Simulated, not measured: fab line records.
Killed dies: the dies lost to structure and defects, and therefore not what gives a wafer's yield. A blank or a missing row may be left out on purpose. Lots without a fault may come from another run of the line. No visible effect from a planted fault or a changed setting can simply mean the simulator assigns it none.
Which tool was responsible? || flow gf180mcu || 15 lots, 45 wafers sampled, at 5 steps of a route of 602

WHAT THE GAUGES SHOWED, per wafer
GF_V4_RS_MEAS_24: measurement is done with a four-point probe. Usual: V4_W_RS gives 0.327 ohm/sq (standard deviation 0.0041).
{"lot": "L477", "measured": "day 24 15:52", "on": "film-metro-01", "V4_W_RS (ohm/sq)": "0.323 0.323 0.329", "flag": ""}
{"lot": "L478", "measured": "day 25 06:54", "on": "film-metro-02", "V4_W_RS (ohm/sq)": "0.328 0.330 0.331", "flag": ""}
{"lot": "L479", "measured": "day 25 07:59", "on": "film-metro-03", "V4_W_RS (ohm/sq)": "0.323 0.322 0.322", "flag": ""}
{"lot": "L480", "measured": "day 25 22:44", "on": "film-metro-03", "V4_W_RS (ohm/sq)": "0.330 0.331 0.329", "flag": ""}
{"lot": "L481", "measured": "day 26 05:07", "on": "film-metro-02", "V4_W_RS (ohm/sq)": "0.326 0.326 0.321", "flag": ""}
{"lot": "L487", "measured": "day 28 16:49", "on": "film-metro-03", "V4_W_RS (ohm/sq)": "0.327 0.325 0.328", "flag": ""}
{"lot": "L490", "measured": "day 29 04:23", "on": "film-metro-01", "V4_W_RS (ohm/sq)": "0.327 0.334 0.327", "flag": ""}
{"lot": "L491", "measured": "day 29 18:46", "on": "film-metro-02", "V4_W_RS (ohm/sq)": "0.321 0.334 0.324", "flag": ""}
{"lot": "L492", "measured": "day 29 23:06", "on": "film-metro-03", "V4_W_RS (ohm/sq)": "0.326 0.322 0.323", "flag": ""}
{"lot": "L493", "measured": "day 30 02:44", "on": "film-metro-02", "V4_W_RS (ohm/sq)": "0.331 0.329 0.321", "flag": ""}
{"lot": "L494", "measured": "day 30 03:50", "on": "film-metro-03", "V4_W_RS (ohm/sq)": "0.320 0.328 0.329", "flag": ""}
{"lot": "L495", "measured": "day 30 13:15", "on": "film-metro-03", "V4_W_RS (ohm/sq)": "0.322 0.323 0.318", "flag": ""}
{"lot": "L497", "measured": "day 31 02:43", "on": "film-metro-01", "V4_W_RS (ohm/sq)": "0.332 0.336 0.331", "flag": ""}
{"lot": "L498", "measured": "day 31 10:54", "on": "film-metro-01", "V4_W_RS (ohm/sq)": "0.322 0.331 0.323", "flag": ""}
{"lot": "L499", "measured": "day 31 16:08", "on": "film-metro-02", "V4_W_RS (ohm/sq)": "0.334 0.329 0.331", "flag": ""}

GF_V5_THK_MEAS_01. Usual: V5_CVD_00_THK gives 301 nm (standard deviation 3.9).
{"lot": "L477", "measured": "day 26 12:38", "on": "film-metro-03", "V5_CVD_00_THK (nm)": "304 306 303", "flag": ""}
{"lot": "L478", "measured": "day 27 02:30", "on": "film-metro-02", "V5_CVD_00_THK (nm)": "301 292 302", "flag": ""}
{"lot": "L479", "measured": "day 27 04:02", "on": "film-metro-02", "V5_CVD_00_THK (nm)": "304 302 296", "flag": ""}
{"lot": "L480", "measured": "day 28 12:14", "on": "film-metro-02", "V5_CVD_00_THK (nm)": "305 304 298", "flag": ""}
{"lot": "L481", "measured": "day 28 15:31", "on": "film-metro-03", "V5_CVD_00_THK (nm)": "303 305 302", "flag": ""}
{"lot": "L487", "measured": "day 30 00:23", "on": "film-metro-02", "V5_CVD_00_THK (nm)": "302 302 304", "flag": ""}
{"lot": "L490", "measured": "day 30 19:41", "on": "film-metro-02", "V5_CVD_00_THK (nm)": "299 309 303", "flag": ""}
{"lot": "L493", "measured": "day 31 17:31", "on": "film-metro-04", "V5_CVD_00_THK (nm)": "305 297 294", "flag": ""}
{"lot": "L495", "measured": "day 32 02:36", "on": "film-metro-04", "V5_CVD_00_THK (nm)": "296 298 297", "flag": ""}
{"lot": "L497", "measured": "day 32 12:54", "on": "film-metro-03", "V5_CVD_00_THK (nm)": "298 304 302", "flag": ""}
{"lot": "L498", "measured": "day 32 20:55", "on": "film-metro-04", "V5_CVD_00_THK (nm)": "301 308 307", "flag": ""}
{"lot": "L499", "measured": "day 33 03:35", "on": "film-metro-03", "V5_CVD_00_THK (nm)": "295 302 297", "flag": ""}

WHICH TOOL RAN EACH LOT (tool, then ch and the chambers of the sampled wafers, then the start)
{"lot": "L477", "GF_V4_CMP_26": "cmp-01 ch 0,1, day 24 16:01", "GF_M5_ETCH_09": "rie-diel-01 ch 2,3, day 26 11:51", "GF_M5_STRIP_11": "plasma-asher-01 ch 0,1, day 26 12:01"}
{"lot": "L478", "GF_V4_CMP_26": "cmp-02 ch 0,2, day 25 07:04", "GF_M5_ETCH_09": "rie-diel-01 ch 0,1, day 27 01:46", "GF_M5_STRIP_11": "plasma-asher-04 ch 0,1, day 27 01:54"}
{"lot": "L479", "GF_V4_CMP_26": "cmp-01 ch 2,3, day 25 08:10", "GF_M5_ETCH_09": "rie-diel-01 ch 0,2,3, day 27 03:19", "GF_M5_STRIP_11": "plasma-asher-04 ch 1, day 27 03:27"}
{"lot": "L480", "GF_V4_CMP_26": "cmp-02 ch 0,2, day 25 22:53", "GF_M5_ETCH_09": "rie-diel-01 ch 0,2,3, day 28 11:23", "GF_M5_STRIP_11": "plasma-asher-01 ch 0,1, day 28 11:38"}
{"lot": "L481", "GF_V4_CMP_26": "cmp-02 ch 0,1,3, day 26 05:18", "GF_M5_ETCH_09": "rie-diel-02 ch 0,2,3, day 28 14:23", "GF_M5_STRIP_11": "plasma-asher-03 ch 0,1, day 28 14:31"}
{"lot": "L487", "GF_V4_CMP_26": "cmp-01 ch 0,1,2, day 28 17:00", "GF_M5_ETCH_09": "rie-diel-04 ch 0,3, day 29 23:37", "GF_M5_STRIP_11": "plasma-asher-03 ch 0,1, day 29 23:46"}
{"lot": "L490", "GF_V4_CMP_26": "cmp-02 ch 1,2, day 29 04:47", "GF_M5_ETCH_09": "rie-diel-02 ch 0,2,3, day 30 18:31", "GF_M5_STRIP_11": "plasma-asher-04 ch 0,1, day 30 18:41"}
{"lot": "L491", "GF_V4_CMP_26": "cmp-02 ch 1,2, day 29 18:57", "GF_M5_ETCH_09": "rie-diel-01 ch 0,1,3, day 31 08:47", "GF_M5_STRIP_11": "plasma-asher-01 ch 0,1, day 31 08:56"}
{"lot": "L492", "GF_V4_CMP_26": "cmp-01 ch 1,2,3, day 29 23:21", "GF_M5_ETCH_09": "rie-diel-02 ch 2,3, day 31 11:13", "GF_M5_STRIP_11": "plasma-asher-03 ch 0,1, day 31 11:22"}
{"lot": "L493", "GF_V4_CMP_26": "cmp-02 ch 0,3, day 30 02:55", "GF_M5_ETCH_09": "rie-diel-04 ch 1,3, day 31 16:47", "GF_M5_STRIP_11": "plasma-asher-03 ch 0,1, day 31 16:56"}
{"lot": "L494", "GF_V4_CMP_26": "cmp-01 ch 2,3, day 30 04:01", "GF_M5_ETCH_09": "rie-diel-01 ch 0,2,3, day 31 16:46", "GF_M5_STRIP_11": "plasma-asher-04 ch 0,1, day 31 16:54"}
{"lot": "L495", "GF_V4_CMP_26": "cmp-02 ch 0,2,3, day 30 13:31", "GF_M5_ETCH_09": "rie-diel-02 ch 1,2, day 32 01:49", "GF_M5_STRIP_11": "plasma-asher-03 ch 0,1, day 32 01:58"}
{"lot": "L497", "GF_V4_CMP_26": "cmp-01 ch 0,1,3, day 31 03:22", "GF_M5_ETCH_09": "rie-diel-01 ch 0,1,2, day 32 12:08", "GF_M5_STRIP_11": "plasma-asher-04 ch 0,1, day 32 12:17"}
{"lot": "L498", "GF_V4_CMP_26": "cmp-02 ch 0,1,3, day 31 11:04", "GF_M5_ETCH_09": "rie-diel-01 ch 0,1,3, day 32 20:10", "GF_M5_STRIP_11": "plasma-asher-01 ch 0,1, day 32 20:18"}
{"lot": "L499", "GF_V4_CMP_26": "cmp-02 ch 0,1,3, day 31 16:19", "GF_M5_ETCH_09": "rie-diel-01 ch 0,2, day 33 02:52", "GF_M5_STRIP_11": "plasma-asher-04 ch 0,1, day 33 03:00"}
- GF_V4_CMP_26: polishes, stops on SiO2, t overpolish 15 s, target thk 0 nm.
- GF_M5_ETCH_09: etches Si3N4 in CF4/O2, target depth 52 nm, time 11.6 s.
- GF_M5_STRIP_11: strips in O2/N2.

AS READ BY THE TOOLS THEMSELVES (means over the sampled wafers that have a number; for cases with no such wafer, the mark the record gives instead)
GF_V4_CMP_26. Usual: motor-current-A 11.2 A, standard deviation 1; overpolish-run-s 15.000 s, standard deviation 0.0092; platen-rpm 60.00 rpm, standard deviation 0.039; time-to-endpoint-s 82 s, standard deviation 4.7.
{"lot": "L477", "tool": "cmp-01", "motor-current-A (A)": 11.2, "overpolish-run-s (s)": 14.994, "platen-rpm (rpm)": 59.99, "time-to-endpoint-s (s)": 81, "flag": ""}
{"lot": "L478", "tool": "cmp-02", "motor-current-A (A)": 11.4, "overpolish-run-s (s)": 14.991, "platen-rpm (rpm)": 60.03, "time-to-endpoint-s (s)": 78, "flag": ""}
{"lot": "L479", "tool": "cmp-01", "motor-current-A (A)": 11.8, "overpolish-run-s (s)": 14.996, "platen-rpm (rpm)": 60.04, "time-to-endpoint-s (s)": 86, "flag": ""}
{"lot": "L480", "tool": "cmp-02", "motor-current-A (A)": 10.8, "overpolish-run-s (s)": 15.006, "platen-rpm (rpm)": 60.03, "time-to-endpoint-s (s)": 76, "flag": ""}
{"lot": "L481", "tool": "cmp-02", "motor-current-A (A)": 11.3, "overpolish-run-s (s)": 14.996, "platen-rpm (rpm)": 60.00, "time-to-endpoint-s (s)": 82, "flag": ""}
{"lot": "L487", "tool": "cmp-01", "motor-current-A (A)": 11.2, "overpolish-run-s (s)": 15.006, "platen-rpm (rpm)": 60.04, "time-to-endpoint-s (s)": 84, "flag": ""}
{"lot": "L490", "tool": "cmp-02", "motor-current-A (A)": 10.9, "overpolish-run-s (s)": 14.997, "platen-rpm (rpm)": 60.01, "time-to-endpoint-s (s)": 78, "flag": ""}
{"lot": "L491", "tool": "cmp-02", "motor-current-A (A)": 10.8, "overpolish-run-s (s)": 15.001, "platen-rpm (rpm)": 60.01, "time-to-endpoint-s (s)": 80, "flag": ""}
{"lot": "L492", "tool": "cmp-01", "motor-current-A (A)": 11.0, "overpolish-run-s (s)": 15.003, "platen-rpm (rpm)": 59.96, "time-to-endpoint-s (s)": 87, "flag": ""}
{"lot": "L493", "tool": "cmp-02", "motor-current-A (A)": 11.2, "overpolish-run-s (s)": 14.997, "platen-rpm (rpm)": 59.99, "time-to-endpoint-s (s)": 83, "flag": ""}
{"lot": "L494", "tool": "cmp-01", "motor-current-A (A)": 11.8, "overpolish-run-s (s)": 15.009, "platen-rpm (rpm)": 60.03, "time-to-endpoint-s (s)": 83, "flag": ""}
{"lot": "L495", "tool": "cmp-02", "motor-current-A (A)": 11.3, "overpolish-run-s (s)": 15.002, "platen-rpm (rpm)": 59.97, "time-to-endpoint-s (s)": 84, "flag": ""}
{"lot": "L497", "tool": "cmp-01", "motor-current-A (A)": 11.1, "overpolish-run-s (s)": 15.004, "platen-rpm (rpm)": 60.02, "time-to-endpoint-s (s)": 84, "flag": ""}
{"lot": "L498", "tool": "cmp-02", "motor-current-A (A)": 11.5, "overpolish-run-s (s)": 14.997, "platen-rpm (rpm)": 59.99, "time-to-endpoint-s (s)": 85, "flag": ""}
{"lot": "L499", "tool": "cmp-02", "motor-current-A (A)": 11.2, "overpolish-run-s (s)": 15.006, "platen-rpm (rpm)": 59.97, "time-to-endpoint-s (s)": 81, "flag": ""}

GF_M5_ETCH_09. Usual: O2_flow_sccm 10.002 sccm, standard deviation 0.025; bias-w 150.0 W, standard deviation 0.45; drypump-motor-current-A 5.9 A, standard deviation 0.51; oes-product-au 0.996 a.u., standard deviation 0.0092; throttle-valve-pct 5.969 %, standard deviation 0.009.
{"lot": "L477", "tool": "rie-diel-01", "O2_flow_sccm (sccm)": 9.996, "bias-w (W)": 150.2, "drypump-motor-current-A (A)": 5.7, "oes-product-au (a.u.)": 1.002, "throttle-valve-pct (%)": 5.972, "flag": ""}
{"lot": "L478", "tool": "rie-diel-01", "O2_flow_sccm (sccm)": 9.989, "bias-w (W)": 150.1, "drypump-motor-current-A (A)": 6.6, "oes-product-au (a.u.)": 0.985, "throttle-valve-pct (%)": 5.961, "flag": ""}
{"lot": "L479", "tool": "rie-diel-01", "O2_flow_sccm (sccm)": 10.018, "bias-w (W)": 149.6, "drypump-motor-current-A (A)": 5.9, "oes-product-au (a.u.)": 1.001, "throttle-valve-pct (%)": 5.981, "flag": ""}
{"lot": "L480", "tool": "rie-diel-01", "O2_flow_sccm (sccm)": 9.990, "bias-w (W)": 149.9, "drypump-motor-current-A (A)": 5.9, "oes-product-au (a.u.)": 1.002, "throttle-valve-pct (%)": 5.967, "flag": ""}
{"lot": "L481", "tool": "rie-diel-02", "O2_flow_sccm (sccm)": 10.013, "bias-w (W)": 150.4, "drypump-motor-current-A (A)": 5.5, "oes-product-au (a.u.)": 0.991, "throttle-valve-pct (%)": 5.964, "flag": ""}
{"lot": "L487", "tool": "rie-diel-04", "O2_flow_sccm (sccm)": 9.982, "bias-w (W)": 150.6, "drypump-motor-current-A (A)": 6.2, "oes-product-au (a.u.)": 0.997, "throttle-valve-pct (%)": 5.967, "flag": ""}
{"lot": "L490", "tool": "rie-diel-02", "O2_flow_sccm (sccm)": 9.999, "bias-w (W)": 149.8, "drypump-motor-current-A (A)": 5.5, "oes-product-au (a.u.)": 0.996, "throttle-valve-pct (%)": 5.972, "flag": ""}
{"lot": "L491", "tool": "rie-diel-01", "O2_flow_sccm (sccm)": "-", "bias-w (W)": "-", "drypump-motor-current-A (A)": "-", "oes-product-au (a.u.)": "-", "throttle-valve-pct (%)": "-", "flag": "OFF"}
{"lot": "L492", "tool": "rie-diel-02", "O2_flow_sccm (sccm)": "-", "bias-w (W)": "-", "drypump-motor-current-A (A)": "-", "oes-product-au (a.u.)": "-", "throttle-valve-pct (%)": "-", "flag": "OFF"}
{"lot": "L493", "tool": "rie-diel-04", "O2_flow_sccm (sccm)": 9.992, "bias-w (W)": 150.0, "drypump-motor-current-A (A)": 6.0, "oes-product-au (a.u.)": 1.002, "throttle-valve-pct (%)": 5.969, "flag": ""}
{"lot": "L494", "tool": "rie-diel-01", "O2_flow_sccm (sccm)": "-", "bias-w (W)": "-", "drypump-motor-current-A (A)": "-", "oes-product-au (a.u.)": "-", "throttle-valve-pct (%)": "-", "flag": "OFF"}
{"lot": "L495", "tool": "rie-diel-02", "O2_flow_sccm (sccm)": 9.993, "bias-w (W)": 149.7, "drypump-motor-current-A (A)": 5.4, "oes-product-au (a.u.)": 0.987, "throttle-valve-pct (%)": 5.962, "flag": ""}
{"lot": "L497", "tool": "rie-diel-01", "O2_flow_sccm (sccm)": 9.999, "bias-w (W)": 149.8, "drypump-motor-current-A (A)": 6.2, "oes-product-au (a.u.)": 0.997, "throttle-valve-pct (%)": 5.968, "flag": ""}
{"lot": "L498", "tool": "rie-diel-01", "O2_flow_sccm (sccm)": 10.027, "bias-w (W)": 150.0, "drypump-motor-current-A (A)": 6.3, "oes-product-au (a.u.)": 1.003, "throttle-valve-pct (%)": 5.968, "flag": ""}
{"lot": "L499", "tool": "rie-diel-01", "O2_flow_sccm (sccm)": 10.018, "bias-w (W)": 149.8, "drypump-motor-current-A (A)": 5.9, "oes-product-au (a.u.)": 1.000, "throttle-valve-pct (%)": 5.969, "flag": ""}

GF_M5_STRIP_11. Usual: drypump-motor-current-A 5.9 A, standard deviation 0.39; heater-power-w 323 W, standard deviation 31; oes-product-au 0.543 a.u., standard deviation 0.0056; strip-time-to-endpoint-s 7.53 s, standard deviation 0.064.
{"lot": "L477", "tool": "plasma-asher-01", "drypump-motor-current-A (A)": 5.8, "heater-power-w (W)": 345, "oes-product-au (a.u.)": 0.545, "strip-time-to-endpoint-s (s)": 7.51, "flag": ""}
{"lot": "L478", "tool": "plasma-asher-04", "drypump-motor-current-A (A)": 5.9, "heater-power-w (W)": 351, "oes-product-au (a.u.)": 0.536, "strip-time-to-endpoint-s (s)": 7.44, "flag": ""}
{"lot": "L479", "tool": "plasma-asher-04", "drypump-motor-current-A (A)": 5.7, "heater-power-w (W)": 325, "oes-product-au (a.u.)": 0.543, "strip-time-to-endpoint-s (s)": 7.54, "flag": ""}
{"lot": "L480", "tool": "plasma-asher-01", "drypump-motor-current-A (A)": 5.9, "heater-power-w (W)": 349, "oes-product-au (a.u.)": 0.541, "strip-time-to-endpoint-s (s)": 7.51, "flag": ""}
{"lot": "L481", "tool": "plasma-asher-03", "drypump-motor-current-A (A)": 5.9, "heater-power-w (W)": 291, "oes-product-au (a.u.)": 0.543, "strip-time-to-endpoint-s (s)": 7.51, "flag": ""}
{"lot": "L487", "tool": "plasma-asher-03", "drypump-motor-current-A (A)": 5.9, "heater-power-w (W)": 288, "oes-product-au (a.u.)": 0.545, "strip-time-to-endpoint-s (s)": 7.55, "flag": ""}
{"lot": "L490", "tool": "plasma-asher-04", "drypump-motor-current-A (A)": 5.8, "heater-power-w (W)": 339, "oes-product-au (a.u.)": 0.546, "strip-time-to-endpoint-s (s)": 7.60, "flag": ""}
{"lot": "L491", "tool": "plasma-asher-01", "drypump-motor-current-A (A)": 6.2, "heater-power-w (W)": 324, "oes-product-au (a.u.)": 0.560, "strip-time-to-endpoint-s (s)": 7.91, "flag": "OFF"}
{"lot": "L492", "tool": "plasma-asher-03", "drypump-motor-current-A (A)": 6.0, "heater-power-w (W)": 289, "oes-product-au (a.u.)": 0.561, "strip-time-to-endpoint-s (s)": 7.93, "flag": "OFF"}
{"lot": "L493", "tool": "plasma-asher-03", "drypump-motor-current-A (A)": 5.7, "heater-power-w (W)": 299, "oes-product-au (a.u.)": 0.542, "strip-time-to-endpoint-s (s)": 7.46, "flag": ""}
{"lot": "L494", "tool": "plasma-asher-04", "drypump-motor-current-A (A)": 5.9, "heater-power-w (W)": 353, "oes-product-au (a.u.)": 0.557, "strip-time-to-endpoint-s (s)": 7.90, "flag": "OFF"}
{"lot": "L495", "tool": "plasma-asher-03", "drypump-motor-current-A (A)": 5.7, "heater-power-w (W)": 296, "oes-product-au (a.u.)": 0.542, "strip-time-to-endpoint-s (s)": 7.48, "flag": ""}
{"lot": "L497", "tool": "plasma-asher-04", "drypump-motor-current-A (A)": 5.9, "heater-power-w (W)": 354, "oes-product-au (a.u.)": 0.546, "strip-time-to-endpoint-s (s)": 7.51, "flag": ""}
{"lot": "L498", "tool": "plasma-asher-01", "drypump-motor-current-A (A)": 6.2, "heater-power-w (W)": 321, "oes-product-au (a.u.)": 0.544, "strip-time-to-endpoint-s (s)": 7.54, "flag": ""}
{"lot": "L499", "tool": "plasma-asher-04", "drypump-motor-current-A (A)": 5.9, "heater-power-w (W)": 352, "oes-product-au (a.u.)": 0.539, "strip-time-to-endpoint-s (s)": 7.42, "flag": ""}

THE ANSWER, worked out from the rows above alone
Rule: a lot is off if the mean of its wafers that have a number lies more than 3 standard deviations from the usual mean. A lot without any number at a reading at which 4 lots or more have one is off too. All remaining lots with rows at the step are treated as sound. Order of review: gauges by route order, followed by the tools' own readings, for which a lot's mean as printed above is used. The first step at which some lot is off is used, and at that step the reading that is off furthest; a lot without a number counts as furthest.
Off: L491, L492, L494, at GF_M5_ETCH_09 (O2_flow_sccm). Without a number there: L491, L492, L494.
A tool fits if, at that step or a process step before it, it ran every lot that is off, and no sound lot after the first of them. None of those tried fits.

WHAT THE SIMULATOR HAD PUT IN
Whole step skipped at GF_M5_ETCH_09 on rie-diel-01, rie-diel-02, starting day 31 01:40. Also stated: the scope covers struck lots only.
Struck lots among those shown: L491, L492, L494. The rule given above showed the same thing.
